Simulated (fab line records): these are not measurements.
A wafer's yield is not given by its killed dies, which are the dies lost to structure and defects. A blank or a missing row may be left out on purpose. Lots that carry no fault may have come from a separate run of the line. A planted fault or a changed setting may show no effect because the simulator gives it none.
fab line records :: flow sky130
[record]
  lots = 11
  wafers = 33
  last_day = 50
route steps=708 shown METAL4@600 CAP2M@606 PAD_OPEN@702
lots with no fault: from the same line, run without faults
start_h: start of the lot's first displayed wafer, in hours after the record's first day :: wait_h: hours since the lot's step before :: " repeats the value in the row above :: L1.1+2: a row that stands for several wafers :: - no value, or no start was given :: * or withheld: withheld :: < > ~ a bound
route shown NAME@n: names a module that has steps shown in the file, with the first one's number in the route :: usual: average and standard deviation across the fault-free wafers :: same: alike in all rows :: chamber/n: place in a boat :: sites: the reading at each site :: _std_site: the standard deviation of these :: _edge_site: outer sites' mean less inner sites' :: radius_mm: how far each site lies from the wafer's centre :: mask NAME#n: copy n :: behind: the last tool/chamber to shape the wafer :: hold: why the lot went on hold/how many hours it stayed there/how the hold came to an end :: device: which transistor (n, p or np) failed to switch :: end of line: at the end of the route, the tests of the same wafers :: step lacking rows: just its recipe :: killed: dies lost to structure and defects at the first sort, not the wafer's yield :: map: per-die view of a wafer (x killed, . not killed, _ where there is no die)
set.NAME: the setting as run; set.NAME@STEP: as run at that earlier step :: model.NAME: the simulator's own value behind a step, which no gauge read
steps of the route over a sample of lots; a table a step, a row a wafer
services: a tool's chamber out of use, with start hour (start_h, from the record's first day; less than 0 if before it), hours out, and reason
[[steps]]
[step SKY_METAL4_SPUTTER_02]
[recipe]
  material = AlCu
  target_thk_nm = 735
  power_w = 10600
  time_s = 39.1
  chamber_pressure_pa = 0.4
[usual]
  throttle_valve_pct = 29.6/1.2
[same]
  time_s = 39.1
lot.wafer: L777.1
tool: pvd_sputter-01
chamber: -
start_h: 921.93
wait_h: 0.0
throttle_valve_pct: 29.3

lot.wafer: L777.2
tool: pvd_sputter-01
chamber: -
start_h: 921.93
wait_h: 0.0
throttle_valve_pct: 29.9

lot.wafer: L777.3
tool: pvd_sputter-01
chamber: -
start_h: 921.93
wait_h: 0.0
throttle_valve_pct: 29.8

lot.wafer: L783.2
tool: pvd_sputter-01
chamber: -
start_h: 971.69
wait_h: 0.0
throttle_valve_pct: 30.4

lot.wafer: L783.3
tool: pvd_sputter-01
chamber: -
start_h: 971.69
wait_h: 0.0
throttle_valve_pct: 29.8

lot.wafer: L783.6
tool: pvd_sputter-01
chamber: -
start_h: 971.69
wait_h: 0.0
throttle_valve_pct: 29.5

lot.wafer: L784.2
tool: pvd_sputter-02
chamber: -
start_h: 978.77
wait_h: 0.0
throttle_valve_pct: 28.8

lot.wafer: L784.5
tool: pvd_sputter-02
chamber: -
start_h: 978.77
wait_h: 0.0
throttle_valve_pct: 26.3

lot.wafer: L784.6
tool: pvd_sputter-02
chamber: -
start_h: 978.77
wait_h: 0.0
throttle_valve_pct: 31.0

lot.wafer: L791.1
tool: pvd_sputter-01
chamber: -
start_h: 1028.49
wait_h: 0.0
throttle_valve_pct: 30.4

lot.wafer: L791.4
tool: pvd_sputter-01
chamber: -
start_h: 1028.49
wait_h: 0.0
throttle_valve_pct: 30.0

lot.wafer: L791.5
tool: pvd_sputter-01
chamber: -
start_h: 1028.49
wait_h: 0.0
throttle_valve_pct: 30.2

lot.wafer: L793.1
tool: pvd_sputter-04
chamber: -
start_h: 1044.03
wait_h: 0.0
throttle_valve_pct: 30.1

lot.wafer: L793.3
tool: pvd_sputter-04
chamber: -
start_h: 1044.03
wait_h: 0.0
throttle_valve_pct: 29.0

lot.wafer: L793.6
tool: pvd_sputter-04
chamber: -
start_h: 1044.03
wait_h: 0.0
throttle_valve_pct: 30.1

lot.wafer: L794.1
tool: pvd_sputter-02
chamber: -
start_h: 1052.71
wait_h: 0.0
throttle_valve_pct: 31.2

lot.wafer: L794.3
tool: pvd_sputter-02
chamber: -
start_h: 1052.71
wait_h: 0.0
throttle_valve_pct: 29.9

lot.wafer: L794.4
tool: pvd_sputter-02
chamber: -
start_h: 1052.71
wait_h: 0.0
throttle_valve_pct: 28.4

lot.wafer: L796.2
tool: pvd_sputter-04
chamber: -
start_h: 1059.98
wait_h: 0.0
throttle_valve_pct: 30.0

lot.wafer: L796.3
tool: pvd_sputter-04
chamber: -
start_h: 1059.98
wait_h: 0.0
throttle_valve_pct: 30.8

lot.wafer: L796.4
tool: pvd_sputter-04
chamber: -
start_h: 1059.98
wait_h: 0.0
throttle_valve_pct: 29.3

lot.wafer: L797.1
tool: pvd_sputter-04
chamber: -
start_h: 1069.20
wait_h: 0.0
throttle_valve_pct: 30.9

lot.wafer: L797.3
tool: pvd_sputter-04
chamber: -
start_h: 1069.20
wait_h: 0.0
throttle_valve_pct: 28.7

lot.wafer: L797.6
tool: pvd_sputter-04
chamber: -
start_h: 1069.20
wait_h: 0.0
throttle_valve_pct: 29.4

lot.wafer: L798.1
tool: pvd_sputter-02
chamber: -
start_h: 1071.44
wait_h: 0.0
throttle_valve_pct: 30.0

lot.wafer: L798.4
tool: pvd_sputter-02
chamber: -
start_h: 1071.44
wait_h: 0.0
throttle_valve_pct: 31.4

lot.wafer: L798.5
tool: pvd_sputter-02
chamber: -
start_h: 1071.44
wait_h: 0.0
throttle_valve_pct: 31.5

lot.wafer: L799.2
tool: pvd_sputter-04
chamber: -
start_h: 1075.03
wait_h: 0.0
throttle_valve_pct: 29.4

lot.wafer: L799.5
tool: pvd_sputter-04
chamber: -
start_h: 1075.03
wait_h: 0.0
throttle_valve_pct: 30.3

lot.wafer: L799.6
tool: pvd_sputter-04
chamber: -
start_h: 1075.03
wait_h: 0.0
throttle_valve_pct: 31.0

lot.wafer: L800.3
tool: pvd_sputter-04
chamber: -
start_h: 1094.43
wait_h: 0.0
throttle_valve_pct: 31.0

lot.wafer: L800.4
tool: pvd_sputter-04
chamber: -
start_h: 1094.43
wait_h: 0.0
throttle_valve_pct: 29.0

lot.wafer: L800.5
tool: pvd_sputter-04
chamber: -
start_h: 1094.43
wait_h: 0.0
throttle_valve_pct: 30.2
[step SKY_CAP2M_RS_MEAS_03]
[recipe]
  thk_meas_gauge = four-point-probe
  reads = TiN_of_CAP2M_SPUTTER_02
[usual]
  CAP2M_TIN_RS = 6.90/0.071
lot.wafer: L777.1
tool: film_metro-02
chamber: -
start_h: 922.23
wait_h: 0.1
CAP2M_TIN_RS[ohm/sq]: 6.93

lot.wafer: L777.2
tool: film_metro-02
chamber: -
start_h: 922.23
wait_h: 0.1
CAP2M_TIN_RS[ohm/sq]: 6.88

lot.wafer: L777.3
tool: film_metro-02
chamber: -
start_h: 922.23
wait_h: 0.1
CAP2M_TIN_RS[ohm/sq]: 6.91

lot.wafer: L783.2
tool: film_metro-03
chamber: -
start_h: 972.01
wait_h: 0.1
CAP2M_TIN_RS[ohm/sq]: 6.87

lot.wafer: L783.3
tool: film_metro-03
chamber: -
start_h: 972.01
wait_h: 0.1
CAP2M_TIN_RS[ohm/sq]: 6.85

lot.wafer: L783.6
tool: film_metro-03
chamber: -
start_h: 972.01
wait_h: 0.1
CAP2M_TIN_RS[ohm/sq]: 6.87

lot.wafer: L784.2
tool: film_metro-01
chamber: -
start_h: 979.09
wait_h: 0.1
CAP2M_TIN_RS[ohm/sq]: 6.92

lot.wafer: L784.5
tool: film_metro-01
chamber: -
start_h: 979.09
wait_h: 0.1
CAP2M_TIN_RS[ohm/sq]: 6.96

lot.wafer: L784.6
tool: film_metro-01
chamber: -
start_h: 979.09
wait_h: 0.1
CAP2M_TIN_RS[ohm/sq]: 6.92

lot.wafer: L791.1
tool: film_metro-03
chamber: -
start_h: 1028.79
wait_h: 0.1
CAP2M_TIN_RS[ohm/sq]: 6.92

lot.wafer: L791.4
tool: film_metro-03
chamber: -
start_h: 1028.79
wait_h: 0.1
CAP2M_TIN_RS[ohm/sq]: 6.92

lot.wafer: L791.5
tool: film_metro-03
chamber: -
start_h: 1028.79
wait_h: 0.1
CAP2M_TIN_RS[ohm/sq]: 6.91

lot.wafer: L793.1
tool: film_metro-02
chamber: -
start_h: 1044.33
wait_h: 0.1
CAP2M_TIN_RS[ohm/sq]: 6.89

lot.wafer: L793.3
tool: film_metro-02
chamber: -
start_h: 1044.33
wait_h: 0.1
CAP2M_TIN_RS[ohm/sq]: 6.86

lot.wafer: L793.6
tool: film_metro-02
chamber: -
start_h: 1044.33
wait_h: 0.1
CAP2M_TIN_RS[ohm/sq]: 6.95

lot.wafer: L794.1
tool: film_metro-01
chamber: -
start_h: 1053.01
wait_h: 0.1
CAP2M_TIN_RS[ohm/sq]: 6.93

lot.wafer: L794.3
tool: film_metro-01
chamber: -
start_h: 1053.01
wait_h: 0.1
CAP2M_TIN_RS[ohm/sq]: 6.96

lot.wafer: L794.4
tool: film_metro-01
chamber: -
start_h: 1053.01
wait_h: 0.1
CAP2M_TIN_RS[ohm/sq]: 6.95

lot.wafer: L796.2
tool: film_metro-03
chamber: -
start_h: 1060.29
wait_h: 0.1
CAP2M_TIN_RS[ohm/sq]: 6.76

lot.wafer: L796.3
tool: film_metro-03
chamber: -
start_h: 1060.29
wait_h: 0.1
CAP2M_TIN_RS[ohm/sq]: 6.83

lot.wafer: L796.4
tool: film_metro-03
chamber: -
start_h: 1060.29
wait_h: 0.1
CAP2M_TIN_RS[ohm/sq]: 6.74

lot.wafer: L797.1
tool: film_metro-01
chamber: -
start_h: 1069.49
wait_h: 0.1
CAP2M_TIN_RS[ohm/sq]: 7.02

lot.wafer: L797.3
tool: film_metro-01
chamber: -
start_h: 1069.49
wait_h: 0.1
CAP2M_TIN_RS[ohm/sq]: 6.93

lot.wafer: L797.6
tool: film_metro-01
chamber: -
start_h: 1069.49
wait_h: 0.1
CAP2M_TIN_RS[ohm/sq]: 6.93

lot.wafer: L798.1
tool: film_metro-02
chamber: -
start_h: 1071.74
wait_h: 0.1
CAP2M_TIN_RS[ohm/sq]: 6.77

lot.wafer: L798.4
tool: film_metro-02
chamber: -
start_h: 1071.74
wait_h: 0.1
CAP2M_TIN_RS[ohm/sq]: 6.80

lot.wafer: L798.5
tool: film_metro-02
chamber: -
start_h: 1071.74
wait_h: 0.1
CAP2M_TIN_RS[ohm/sq]: 6.75

lot.wafer: L799.2
tool: film_metro-01
chamber: -
start_h: 1075.34
wait_h: 0.1
CAP2M_TIN_RS[ohm/sq]: 6.99

lot.wafer: L799.5
tool: film_metro-01
chamber: -
start_h: 1075.34
wait_h: 0.1
CAP2M_TIN_RS[ohm/sq]: 6.92

lot.wafer: L799.6
tool: film_metro-01
chamber: -
start_h: 1075.34
wait_h: 0.1
CAP2M_TIN_RS[ohm/sq]: 6.80

lot.wafer: L800.3
tool: film_metro-01
chamber: -
start_h: 1094.76
wait_h: 0.1
CAP2M_TIN_RS[ohm/sq]: 6.94

lot.wafer: L800.4
tool: film_metro-01
chamber: -
start_h: 1094.76
wait_h: 0.1
CAP2M_TIN_RS[ohm/sq]: 6.86

lot.wafer: L800.5
tool: film_metro-01
chamber: -
start_h: 1094.76
wait_h: 0.1
CAP2M_TIN_RS[ohm/sq]: 6.86
[step SKY_CAP2M_METAL_ETCH_13]
[recipe]
  target_depth_nm = 220
  stop_on = SiO2
  chemistry = Cl2/BCl3
  target = TiN
  pressure_mtorr = 10
  icp_w = 900
  bias_w = 48.5
  Cl2_flow_sccm = 60
  bcl3_flow_sccm = 30
  time_s = 62.9
[usual]
  drypump_motor_current_A = 6.0/0.46
  mfc_cl2_sccm = 59.99/0.2
  oes_product_au = 0.942/0.0072
  throttle_valve_pct = 21.900/0.01
[same]
  time_s = 62.9
lot.wafer: L777.1
tool: rie_metal-03
chamber: 0
start_h: 946.87
wait_h: 0.0
drypump_motor_current_A: 5.0
mfc_cl2_sccm: 60.00
oes_product_au: 0.934
rf_hours_counter_h: 14
throttle_valve_pct: 21.914

lot.wafer: L777.2
tool: rie_metal-03
chamber: 0
start_h: 946.87
wait_h: 0.0
drypump_motor_current_A: 5.0
mfc_cl2_sccm: 60.46
oes_product_au: 0.939
rf_hours_counter_h: -
throttle_valve_pct: 21.907

lot.wafer: L777.3
tool: rie_metal-03
chamber: 0
start_h: 946.87
wait_h: 0.0
drypump_motor_current_A: 5.0
mfc_cl2_sccm: 60.25
oes_product_au: 0.941
rf_hours_counter_h: -
throttle_valve_pct: 21.890

lot.wafer: L783.2
tool: rie_metal-03
chamber: 1
start_h: 995.32
wait_h: 0.0
drypump_motor_current_A: 5.8
mfc_cl2_sccm: 60.17
oes_product_au: 0.948
rf_hours_counter_h: 2
throttle_valve_pct: 21.903

lot.wafer: L783.3
tool: rie_metal-03
chamber: 1
start_h: 995.32
wait_h: 0.0
drypump_motor_current_A: 5.9
mfc_cl2_sccm: 60.11
oes_product_au: 0.945
rf_hours_counter_h: -
throttle_valve_pct: 21.916

lot.wafer: L783.6
tool: rie_metal-03
chamber: 1
start_h: 995.32
wait_h: 0.0
drypump_motor_current_A: 5.8
mfc_cl2_sccm: 60.19
oes_product_au: 0.948
rf_hours_counter_h: -
throttle_valve_pct: 21.893

lot.wafer: L784.2
tool: rie_metal-02
chamber: 1
start_h: 1002.35
wait_h: 0.0
drypump_motor_current_A: 6.3
mfc_cl2_sccm: 59.88
oes_product_au: 0.938
rf_hours_counter_h: 2
throttle_valve_pct: 21.896

lot.wafer: L784.5
tool: rie_metal-02
chamber: 0
start_h: 1002.35
wait_h: 0.0
drypump_motor_current_A: 6.2
mfc_cl2_sccm: 60.31
oes_product_au: 0.931
rf_hours_counter_h: -
throttle_valve_pct: 21.902

lot.wafer: L784.6
tool: rie_metal-02
chamber: 1
start_h: 1002.35
wait_h: 0.0
drypump_motor_current_A: 6.3
mfc_cl2_sccm: 60.04
oes_product_au: 0.937
rf_hours_counter_h: -
throttle_valve_pct: 21.907

lot.wafer: L791.1
tool: rie_metal-03
chamber: 0
start_h: 1051.00
wait_h: 0.0
drypump_motor_current_A: 5.0
mfc_cl2_sccm: 59.79
oes_product_au: 0.937
rf_hours_counter_h: 20
throttle_valve_pct: 21.898

lot.wafer: L791.4
tool: rie_metal-03
chamber: 0
start_h: 1051.00
wait_h: 0.0
drypump_motor_current_A: 5.0
mfc_cl2_sccm: 59.67
oes_product_au: 0.941
rf_hours_counter_h: -
throttle_valve_pct: 21.915

lot.wafer: L791.5
tool: rie_metal-03
chamber: 1
start_h: 1051.00
wait_h: 0.0
drypump_motor_current_A: 5.9
mfc_cl2_sccm: 60.24
oes_product_au: 0.940
rf_hours_counter_h: -
throttle_valve_pct: 21.913

lot.wafer: L793.1
tool: rie_metal-03
chamber: 1
start_h: 1065.22
wait_h: 0.0
drypump_motor_current_A: 5.9
mfc_cl2_sccm: 59.80
oes_product_au: 0.947
rf_hours_counter_h: 7
throttle_valve_pct: 21.886

lot.wafer: L793.3
tool: rie_metal-03
chamber: 0
start_h: 1065.22
wait_h: 0.0
drypump_motor_current_A: 5.0
mfc_cl2_sccm: 59.98
oes_product_au: 0.942
rf_hours_counter_h: -
throttle_valve_pct: 21.909

lot.wafer: L793.6
tool: rie_metal-03
chamber: 0
start_h: 1065.22
wait_h: 0.0
drypump_motor_current_A: 5.0
mfc_cl2_sccm: 59.95
oes_product_au: 0.937
rf_hours_counter_h: -
throttle_valve_pct: 21.910

lot.wafer: L794.1
tool: rie_metal-02
chamber: 0
start_h: 1074.27
wait_h: 0.0
drypump_motor_current_A: 6.2
mfc_cl2_sccm: 59.90
oes_product_au: 0.939
rf_hours_counter_h: 22
throttle_valve_pct: 21.906

lot.wafer: L794.3
tool: rie_metal-02
chamber: 1
start_h: 1074.27
wait_h: 0.0
drypump_motor_current_A: 6.3
mfc_cl2_sccm: 60.02
oes_product_au: 0.943
rf_hours_counter_h: -
throttle_valve_pct: 21.903

lot.wafer: L794.4
tool: rie_metal-02
chamber: 0
start_h: 1074.27
wait_h: 0.0
drypump_motor_current_A: 6.2
mfc_cl2_sccm: 59.98
oes_product_au: 0.941
rf_hours_counter_h: -
throttle_valve_pct: 21.920

lot.wafer: L796.2
tool: rie_metal-03
chamber: 1
start_h: 1081.45
wait_h: 0.0
drypump_motor_current_A: 5.9
mfc_cl2_sccm: 59.97
oes_product_au: 0.949
rf_hours_counter_h: 8
throttle_valve_pct: 21.901

lot.wafer: L796.3
tool: rie_metal-03
chamber: 1
start_h: 1081.45
wait_h: 0.0
drypump_motor_current_A: 5.9
mfc_cl2_sccm: 59.73
oes_product_au: 0.943
rf_hours_counter_h: -
throttle_valve_pct: 21.898

lot.wafer: L796.4
tool: rie_metal-03
chamber: 0
start_h: 1081.45
wait_h: 0.0
drypump_motor_current_A: 5.0
mfc_cl2_sccm: 59.88
oes_product_au: 0.960
rf_hours_counter_h: -
throttle_valve_pct: 21.878

lot.wafer: L797.1
tool: rie_metal-02
chamber: 1
start_h: 1090.07
wait_h: 0.0
drypump_motor_current_A: 6.2
mfc_cl2_sccm: 59.84
oes_product_au: 0.937
rf_hours_counter_h: 7
throttle_valve_pct: 21.898

lot.wafer: L797.3
tool: rie_metal-02
chamber: 1
start_h: 1090.07
wait_h: 0.0
drypump_motor_current_A: 6.2
mfc_cl2_sccm: 59.77
oes_product_au: 0.940
rf_hours_counter_h: -
throttle_valve_pct: 21.922

lot.wafer: L797.6
tool: rie_metal-02
chamber: 1
start_h: 1090.07
wait_h: 0.0
drypump_motor_current_A: 6.2
mfc_cl2_sccm: 59.83
oes_product_au: 0.939
rf_hours_counter_h: -
throttle_valve_pct: 21.913

lot.wafer: L798.1
tool: rie_metal-01
chamber: 0
start_h: 1093.17
wait_h: 0.0
drypump_motor_current_A: 6.3
mfc_cl2_sccm: 59.96
oes_product_au: 0.952
rf_hours_counter_h: 21
throttle_valve_pct: 21.887

lot.wafer: L798.4
tool: rie_metal-01
chamber: 0
start_h: 1093.17
wait_h: 0.0
drypump_motor_current_A: 6.3
mfc_cl2_sccm: 59.90
oes_product_au: 0.948
rf_hours_counter_h: -
throttle_valve_pct: 21.889

lot.wafer: L798.5
tool: rie_metal-01
chamber: 0
start_h: 1093.17
wait_h: 0.0
drypump_motor_current_A: 6.3
mfc_cl2_sccm: 59.96
oes_product_au: 0.953
rf_hours_counter_h: -
throttle_valve_pct: 21.899

lot.wafer: L799.2
tool: rie_metal-03
chamber: 0
start_h: 1096.12
wait_h: 0.0
drypump_motor_current_A: 5.0
mfc_cl2_sccm: 60.04
oes_product_au: 0.937
rf_hours_counter_h: 23
throttle_valve_pct: 21.888

lot.wafer: L799.5
tool: rie_metal-03
chamber: 0
start_h: 1096.12
wait_h: 0.0
drypump_motor_current_A: 5.0
mfc_cl2_sccm: 60.09
oes_product_au: 0.945
rf_hours_counter_h: -
throttle_valve_pct: 21.887

lot.wafer: L799.6
tool: rie_metal-03
chamber: 1
start_h: 1096.12
wait_h: 0.0
drypump_motor_current_A: 5.9
mfc_cl2_sccm: 60.05
oes_product_au: 0.946
rf_hours_counter_h: -
throttle_valve_pct: 21.898

lot.wafer: L800.3
tool: rie_metal-01
chamber: 1
start_h: 1114.89
wait_h: 0.0
drypump_motor_current_A: 5.9
mfc_cl2_sccm: 59.93
oes_product_au: 0.948
rf_hours_counter_h: -
throttle_valve_pct: 21.905

lot.wafer: L800.4
tool: rie_metal-01
chamber: 0
start_h: 1114.89
wait_h: 0.0
drypump_motor_current_A: 6.3
mfc_cl2_sccm: 59.92
oes_product_au: 0.950
rf_hours_counter_h: -
throttle_valve_pct: 21.906

lot.wafer: L800.5
tool: rie_metal-01
chamber: 0
start_h: 1114.89
wait_h: 0.0
drypump_motor_current_A: 6.3
mfc_cl2_sccm: 59.98
oes_product_au: 0.937
rf_hours_counter_h: -
throttle_valve_pct: 21.895
[step SKY_PAD_OPEN_STRIP_08]
[recipe]
  chemistry = O2/N2
  power_w = 1400
  pressure_mtorr = 1500
  platen_temp_c = withheld
  overash_fraction = 0.7
  o2_flow_sccm = 3000
  n2_flow_sccm = 300
[usual]
  chamber_pressure_mTorr = 1499.8/1.3
  drypump_motor_current_A = 5.37/0.16
  oes_product_au = 0.663/0.0046
lot.wafer: L777.1
tool: plasma_asher-03
chamber: 1
start_h: 1065.78
wait_h: 0.1
chamber_pressure_mTorr: 1497.2
drypump_motor_current_A: 5.58
oes_product_au: 0.662
rf_hours_counter_h: 63

lot.wafer: L777.2
tool: plasma_asher-03
chamber: 0
start_h: 1065.78
wait_h: 0.1
chamber_pressure_mTorr: 1498.0
drypump_motor_current_A: 5.38
oes_product_au: 0.661
rf_hours_counter_h: 63

lot.wafer: L777.3
tool: plasma_asher-03
chamber: 0
start_h: 1065.78
wait_h: 0.1
chamber_pressure_mTorr: 1501.3
drypump_motor_current_A: 5.37
oes_product_au: 0.663
rf_hours_counter_h: -

lot.wafer: L783.2
tool: plasma_asher-03
chamber: 0
start_h: 1107.49
wait_h: 0.1
chamber_pressure_mTorr: -
drypump_motor_current_A: -
oes_product_au: -
rf_hours_counter_h: -

lot.wafer: L783.3
tool: plasma_asher-03
chamber: 0
start_h: 1107.49
wait_h: 0.1
chamber_pressure_mTorr: -
drypump_motor_current_A: -
oes_product_au: -
rf_hours_counter_h: -

lot.wafer: L783.6
tool: plasma_asher-03
chamber: 1
start_h: 1107.49
wait_h: 0.1
chamber_pressure_mTorr: -
drypump_motor_current_A: -
oes_product_au: -
rf_hours_counter_h: -

lot.wafer: L784.2
tool: plasma_asher-04
chamber: 0
start_h: 1113.45
wait_h: 0.1
chamber_pressure_mTorr: -
drypump_motor_current_A: -
oes_product_au: -
rf_hours_counter_h: -

lot.wafer: L784.5
tool: plasma_asher-04
chamber: 1
start_h: 1113.45
wait_h: 0.1
chamber_pressure_mTorr: -
drypump_motor_current_A: -
oes_product_au: -
rf_hours_counter_h: -

lot.wafer: L784.6
tool: plasma_asher-04
chamber: 0
start_h: 1113.45
wait_h: 0.1
chamber_pressure_mTorr: -
drypump_motor_current_A: -
oes_product_au: -
rf_hours_counter_h: -

lot.wafer: L791.1
tool: plasma_asher-02
chamber: 1
start_h: 1155.03
wait_h: 0.1
chamber_pressure_mTorr: 1501.0
drypump_motor_current_A: 5.36
oes_product_au: 0.667
rf_hours_counter_h: 41

lot.wafer: L791.4
tool: plasma_asher-02
chamber: 0
start_h: 1155.03
wait_h: 0.1
chamber_pressure_mTorr: 1500.5
drypump_motor_current_A: 5.32
oes_product_au: 0.664
rf_hours_counter_h: -

lot.wafer: L791.5
tool: plasma_asher-02
chamber: 0
start_h: 1155.03
wait_h: 0.1
chamber_pressure_mTorr: 1499.6
drypump_motor_current_A: 5.30
oes_product_au: 0.662
rf_hours_counter_h: -

lot.wafer: L793.1
tool: plasma_asher-03
chamber: 0
start_h: 1167.30
wait_h: 0.1
chamber_pressure_mTorr: 1499.3
drypump_motor_current_A: 5.36
oes_product_au: 0.667
rf_hours_counter_h: 73

lot.wafer: L793.3
tool: plasma_asher-03
chamber: 1
start_h: 1167.30
wait_h: 0.1
chamber_pressure_mTorr: 1497.6
drypump_motor_current_A: 5.55
oes_product_au: 0.663
rf_hours_counter_h: -

lot.wafer: L793.6
tool: plasma_asher-03
chamber: 1
start_h: 1167.30
wait_h: 0.1
chamber_pressure_mTorr: 1499.2
drypump_motor_current_A: 5.57
oes_product_au: 0.671
rf_hours_counter_h: -

lot.wafer: L794.1
tool: plasma_asher-02
chamber: 1
start_h: 1174.20
wait_h: 0.1
chamber_pressure_mTorr: 1500.6
drypump_motor_current_A: 5.37
oes_product_au: 0.666
rf_hours_counter_h: 43

lot.wafer: L794.3
tool: plasma_asher-02
chamber: 0
start_h: 1174.20
wait_h: 0.1
chamber_pressure_mTorr: 1496.3
drypump_motor_current_A: 5.29
oes_product_au: 0.665
rf_hours_counter_h: -

lot.wafer: L794.4
tool: plasma_asher-02
chamber: 1
start_h: 1174.20
wait_h: 0.1
chamber_pressure_mTorr: 1501.8
drypump_motor_current_A: 5.39
oes_product_au: 0.660
rf_hours_counter_h: -

lot.wafer: L796.2
tool: plasma_asher-03
chamber: 0
start_h: 1181.28
wait_h: 0.1
chamber_pressure_mTorr: 1499.6
drypump_motor_current_A: 5.35
oes_product_au: 0.668
rf_hours_counter_h: 74

lot.wafer: L796.3
tool: plasma_asher-03
chamber: 1
start_h: 1181.28
wait_h: 0.1
chamber_pressure_mTorr: 1500.1
drypump_motor_current_A: 5.57
oes_product_au: 0.656
rf_hours_counter_h: -

lot.wafer: L796.4
tool: plasma_asher-03
chamber: 0
start_h: 1181.28
wait_h: 0.1
chamber_pressure_mTorr: 1498.6
drypump_motor_current_A: 5.35
oes_product_au: 0.662
rf_hours_counter_h: -

lot.wafer: L797.1
tool: plasma_asher-03
chamber: 0
start_h: 1186.08
wait_h: 0.1
chamber_pressure_mTorr: 1500.3
drypump_motor_current_A: 5.34
oes_product_au: 0.663
rf_hours_counter_h: 75

lot.wafer: L797.3
tool: plasma_asher-03
chamber: 0
start_h: 1186.08
wait_h: 0.1
chamber_pressure_mTorr: 1501.6
drypump_motor_current_A: 5.37
oes_product_au: 0.655
rf_hours_counter_h: -

lot.wafer: L797.6
tool: plasma_asher-03
chamber: 0
start_h: 1186.08
wait_h: 0.1
chamber_pressure_mTorr: 1500.8
drypump_motor_current_A: 5.34
oes_product_au: 0.659
rf_hours_counter_h: -

lot.wafer: L798.1
tool: plasma_asher-03
chamber: 0
start_h: 1189.13
wait_h: 0.1
chamber_pressure_mTorr: 1499.3
drypump_motor_current_A: 5.35
oes_product_au: 0.667
rf_hours_counter_h: 75

lot.wafer: L798.4
tool: plasma_asher-03
chamber: 1
start_h: 1189.13
wait_h: 0.1
chamber_pressure_mTorr: 1496.8
drypump_motor_current_A: 5.56
oes_product_au: 0.672
rf_hours_counter_h: -

lot.wafer: L798.5
tool: plasma_asher-03
chamber: 1
start_h: 1189.13
wait_h: 0.1
chamber_pressure_mTorr: 1500.9
drypump_motor_current_A: 5.56
oes_product_au: 0.659
rf_hours_counter_h: -

lot.wafer: L799.2
tool: plasma_asher-03
chamber: 1
start_h: 1191.24
wait_h: 0.1
chamber_pressure_mTorr: 1501.7
drypump_motor_current_A: 5.55
oes_product_au: 0.664
rf_hours_counter_h: 75

lot.wafer: L799.5
tool: plasma_asher-03
chamber: 1
start_h: 1191.24
wait_h: 0.1
chamber_pressure_mTorr: 1501.2
drypump_motor_current_A: 5.56
oes_product_au: 0.652
rf_hours_counter_h: -

lot.wafer: L799.6
tool: plasma_asher-03
chamber: 0
start_h: 1191.24
wait_h: 0.1
chamber_pressure_mTorr: 1503.2
drypump_motor_current_A: 5.35
oes_product_au: 0.657
rf_hours_counter_h: -

lot.wafer: L800.3
tool: plasma_asher-03
chamber: 1
start_h: 1205.17
wait_h: 0.1
chamber_pressure_mTorr: 1498.8
drypump_motor_current_A: 5.58
oes_product_au: 0.671
rf_hours_counter_h: -

lot.wafer: L800.4
tool: plasma_asher-03
chamber: 0
start_h: 1205.17
wait_h: 0.1
chamber_pressure_mTorr: 1500.0
drypump_motor_current_A: 5.33
oes_product_au: 0.668
rf_hours_counter_h: -

lot.wafer: L800.5
tool: plasma_asher-03
chamber: 0
start_h: 1205.17
wait_h: 0.1
chamber_pressure_mTorr: 1500.3
drypump_motor_current_A: 5.36
oes_product_au: 0.666
rf_hours_counter_h: -
[[services]]
tool: pvd_sputter-02
chamber: -
start_h: 922.04
hours: 4.1
kind: repair

tool: rie_metal-01
chamber: -
start_h: 931.59
hours: 0.7
kind: repair

tool: rie_metal-03
chamber: 1
start_h: 935.00
hours: -
kind: clean

tool: rie_metal-03
chamber: 1
start_h: 935.00
hours: 16.0
kind: scheduled_down

tool: pvd_sputter-02
chamber: -
start_h: 941.44
hours: 5.5
kind: repair

tool: pvd_sputter-02
chamber: -
start_h: 952.73
hours: 1.2
kind: repair

tool: rie_metal-02
chamber: -
start_h: 973.41
hours: 2.8
kind: pm

tool: pvd_sputter-02
chamber: -
start_h: 1020.75
hours: 3.3
kind: repair

tool: rie_metal-02
chamber: 1
start_h: 1033.00
hours: 6.2
kind: repair

tool: plasma_asher-04
chamber: -
start_h: 1055.25
hours: 9.0
kind: pm

tool: plasma_asher-04
chamber: -
start_h: 1071.03
hours: 4.0
kind: repair

tool: plasma_asher-02
chamber: -
start_h: 1079.99
hours: 2.1
kind: repair

tool: pvd_sputter-01
chamber: -
start_h: 1090.19
hours: 24.9
kind: repair

tool: pvd_sputter-02
chamber: -
start_h: 1091.59
hours: 0.9
kind: repair

tool: plasma_asher-04
chamber: -
start_h: 1092.80
hours: 2.9
kind: repair

tool: rie_metal-03
chamber: -
start_h: 1100.70
hours: 1.4
kind: pm

tool: rie_metal-01
chamber: -
start_h: 1103.15
hours: 7.5
kind: repair

tool: rie_metal-02
chamber: 0
start_h: 1136.99
hours: 4.7
kind: repair

tool: pvd_sputter-01
chamber: -
start_h: 1149.01
hours: 15.3
kind: repair

tool: pvd_sputter-01
chamber: -
start_h: 1158.76
hours: 3.3
kind: repair

tool: pvd_sputter-02
chamber: -
start_h: 1165.36
hours: 2.9
kind: repair

tool: rie_metal-02
chamber: 1
start_h: 1185.09
hours: 3.7
kind: repair

tool: pvd_sputter-02
chamber: -
start_h: 1189.82
hours: 5.1
kind: repair

tool: rie_metal-01
chamber: 0
start_h: 1192.01
hours: 2.4
kind: repair
[[key]]
[first_sign]
  step = SKY_PAD_OPEN_STRIP_08
  reading = tool_record
  direction = missing
effect none on later readings
met_at SKY_PAD_OPEN_STRIP_08
struck_lots L783,L784
not_acting_at SKY_METAL4_SPUTTER_02,SKY_CAP2M_RS_MEAS_03,SKY_CAP2M_METAL_ETCH_13
onset_between 1065.78 1107.49
[fault]
  kind = skipped_step_whole
  tool = plasma_asher-03,plasma_asher-04
  chamber = -
  onset_h = 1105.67
  steps = SKY_PAD_OPEN_STRIP_08
  scope = struck_lots_only
